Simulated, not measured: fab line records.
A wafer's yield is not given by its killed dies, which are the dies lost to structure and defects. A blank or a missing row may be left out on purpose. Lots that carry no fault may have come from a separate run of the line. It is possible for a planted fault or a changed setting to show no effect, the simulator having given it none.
Matching of chambers :: flow sky130 :: 4 sister chambers for SKY_VIA2_CMP_24 on cmp-02
The step polishes, stops on SiO2, t overpolish 20 s, target thk 0 nm. 30 wafers are shown with their chamber, then 12 later ones without.

== EACH WAFER AND ITS CHAMBER ==
wafer: L074.2
chamber: 2
motor_current_A (A): 12.4
time_to_endpoint_s (s): 102
overpolish_run_s (s): 19.994

wafer: L074.4
chamber: 0
motor_current_A (A): 10.9
time_to_endpoint_s (s): 99
overpolish_run_s (s): 19.997

wafer: L074.5
chamber: 2
motor_current_A (A): 12.4
time_to_endpoint_s (s): 105
overpolish_run_s (s): 19.999

wafer: L076.1
chamber: 0
motor_current_A (A): 11.3
time_to_endpoint_s (s): 99
overpolish_run_s (s): 20.013

wafer: L076.3
chamber: 1
motor_current_A (A): 10.6
time_to_endpoint_s (s): 101
overpolish_run_s (s): 19.996

wafer: L076.5
chamber: 0
motor_current_A (A): 11.0
time_to_endpoint_s (s): 98
overpolish_run_s (s): 20.001

wafer: L077.1
chamber: 3
motor_current_A (A): 10.7
time_to_endpoint_s (s): 96
overpolish_run_s (s): 19.980

wafer: L077.5
chamber: 2
motor_current_A (A): 13.1
time_to_endpoint_s (s): 95
overpolish_run_s (s): 20.007

wafer: L077.6
chamber: 1
motor_current_A (A): 10.0
time_to_endpoint_s (s): 95
overpolish_run_s (s): 19.994

wafer: L078.4
chamber: 3
motor_current_A (A): 11.2
time_to_endpoint_s (s): 99
overpolish_run_s (s): 20.016

wafer: L078.5
chamber: 2
motor_current_A (A): 13.1
time_to_endpoint_s (s): 93
overpolish_run_s (s): 20.007

wafer: L078.6
chamber: 3
motor_current_A (A): 11.0
time_to_endpoint_s (s): 100
overpolish_run_s (s): 20.012

wafer: L079.2
chamber: 1
motor_current_A (A): 9.8
time_to_endpoint_s (s): 90
overpolish_run_s (s): 19.993

wafer: L079.5
chamber: 0
motor_current_A (A): 10.7
time_to_endpoint_s (s): 90
overpolish_run_s (s): 20.005

wafer: L079.6
chamber: 1
motor_current_A (A): 10.5
time_to_endpoint_s (s): 91
overpolish_run_s (s): 19.996

wafer: L085.1
chamber: 3
motor_current_A (A): 10.7
time_to_endpoint_s (s): 104
overpolish_run_s (s): 19.990

wafer: L085.3
chamber: 0
motor_current_A (A): 11.2
time_to_endpoint_s (s): 95
overpolish_run_s (s): 20.007

wafer: L085.4
chamber: 2
motor_current_A (A): 13.7
time_to_endpoint_s (s): 104
overpolish_run_s (s): 20.002

wafer: L086.1
chamber: 3
motor_current_A (A): 11.3
time_to_endpoint_s (s): 102
overpolish_run_s (s): 19.998

wafer: L086.3
chamber: 0
motor_current_A (A): 11.1
time_to_endpoint_s (s): 94
overpolish_run_s (s): 20.010

wafer: L086.5
chamber: 2
motor_current_A (A): 12.7
time_to_endpoint_s (s): 102
overpolish_run_s (s): 19.989

wafer: L087.2
chamber: 0
motor_current_A (A): 11.0
time_to_endpoint_s (s): 102
overpolish_run_s (s): 20.007

wafer: L087.4
chamber: 2
motor_current_A (A): 13.0
time_to_endpoint_s (s): 103
overpolish_run_s (s): 19.991

wafer: L087.5
chamber: 3
motor_current_A (A): 11.0
time_to_endpoint_s (s): 107
overpolish_run_s (s): 20.003

wafer: L088.2
chamber: 0
motor_current_A (A): 11.1
time_to_endpoint_s (s): 98
overpolish_run_s (s): 19.996

wafer: L088.4
chamber: 1
motor_current_A (A): 10.3
time_to_endpoint_s (s): 104
overpolish_run_s (s): 19.992

wafer: L088.6
chamber: 3
motor_current_A (A): 11.3
time_to_endpoint_s (s): 104
overpolish_run_s (s): 19.992

wafer: L089.1
chamber: 1
motor_current_A (A): 10.6
time_to_endpoint_s (s): 105
overpolish_run_s (s): 19.997

wafer: L089.2
chamber: 2
motor_current_A (A): 12.7
time_to_endpoint_s (s): 104
overpolish_run_s (s): 19.996

wafer: L089.3
chamber: 0
motor_current_A (A): 10.6
time_to_endpoint_s (s): 101
overpolish_run_s (s): 19.989

SIGNATURES (averages over the wafers above)
reading: motor_current_A
chamber 0: 10.989
chamber 1: 10.300
chamber 2: 12.887
chamber 3: 11.029
scatter within a chamber: 0.321

reading: time_to_endpoint_s
chamber 0: 97.33
chamber 1: 97.67
chamber 2: 101.00
chamber 3: 101.71
scatter within a chamber: 4.59

reading: overpolish_run_s
chamber 0: 20.00278
chamber 1: 19.99467
chamber 2: 19.99813
chamber 3: 19.99871
scatter within a chamber: 0.00828
Rule: a wafer lies at a distance from a chamber equal to the root of the sum of squares, over the readings, of (its reading less the chamber's mean, divided by the reading's scatter). The wafer belongs to the nearest chamber; if the next one is less than 2 further off, it can't be placed. How the scatter is found: for the shown wafers, subtract from each reading the mean of its chamber, square and add these, divide the total by (wafers less chambers), then take the root.

== WAFERS WITH NO CHAMBER GIVEN ==
wafer: L090.4
motor_current_A (A): 11.3
time_to_endpoint_s (s): 97
overpolish_run_s (s): 20.011

wafer: L090.5
motor_current_A (A): 10.6
time_to_endpoint_s (s): 101
overpolish_run_s (s): 20.013

wafer: L090.6
motor_current_A (A): 13.2
time_to_endpoint_s (s): 102
overpolish_run_s (s): 19.979

wafer: L091.2
motor_current_A (A): 10.5
time_to_endpoint_s (s): 97
overpolish_run_s (s): 20.004

wafer: L091.3
motor_current_A (A): 13.7
time_to_endpoint_s (s): 103
overpolish_run_s (s): 19.997

wafer: L091.6
motor_current_A (A): 9.7
time_to_endpoint_s (s): 102
overpolish_run_s (s): 20.009

wafer: L092.4
motor_current_A (A): 10.1
time_to_endpoint_s (s): 104
overpolish_run_s (s): 20.002

wafer: L092.5
motor_current_A (A): 10.5
time_to_endpoint_s (s): 97
overpolish_run_s (s): 19.993

wafer: L092.6
motor_current_A (A): 11.0
time_to_endpoint_s (s): 109
overpolish_run_s (s): 20.001

wafer: L093.1
motor_current_A (A): 10.2
time_to_endpoint_s (s): 100
overpolish_run_s (s): 19.996

wafer: L093.3
motor_current_A (A): 10.7
time_to_endpoint_s (s): 97
overpolish_run_s (s): 20.011

wafer: L093.4
motor_current_A (A): 10.8
time_to_endpoint_s (s): 101
overpolish_run_s (s): 19.999

== WHICH CHAMBER EACH ONE RAN IN ==
wafer: L090.4
from the rows above: can't be placed: 0 or 3
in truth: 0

wafer: L090.5
from the rows above: can't be placed: 0 or 3 or 1
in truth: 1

wafer: L090.6
from the rows above: 2
in truth: 2

wafer: L091.2
from the rows above: can't be placed: 1 or 0 or 3
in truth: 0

wafer: L091.3
from the rows above: 2
in truth: 2

wafer: L091.6
from the rows above: can't be placed: 1 or 0 or 3
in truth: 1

wafer: L092.4
from the rows above: can't be placed: 1 or 3 or 0
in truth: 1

wafer: L092.5
from the rows above: can't be placed: 1 or 0 or 3
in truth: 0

wafer: L092.6
from the rows above: can't be placed: 3 or 0 or 1
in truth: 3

wafer: L093.1
from the rows above: 1
in truth: 1

wafer: L093.3
from the rows above: can't be placed: 0 or 3 or 1
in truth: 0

wafer: L093.4
from the rows above: can't be placed: 3 or 0 or 1
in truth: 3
Correct placement for 3 of the 12. Not placeable from these rows: 9 (in 9, the candidates include the true chamber). Wrongly placed: 0.
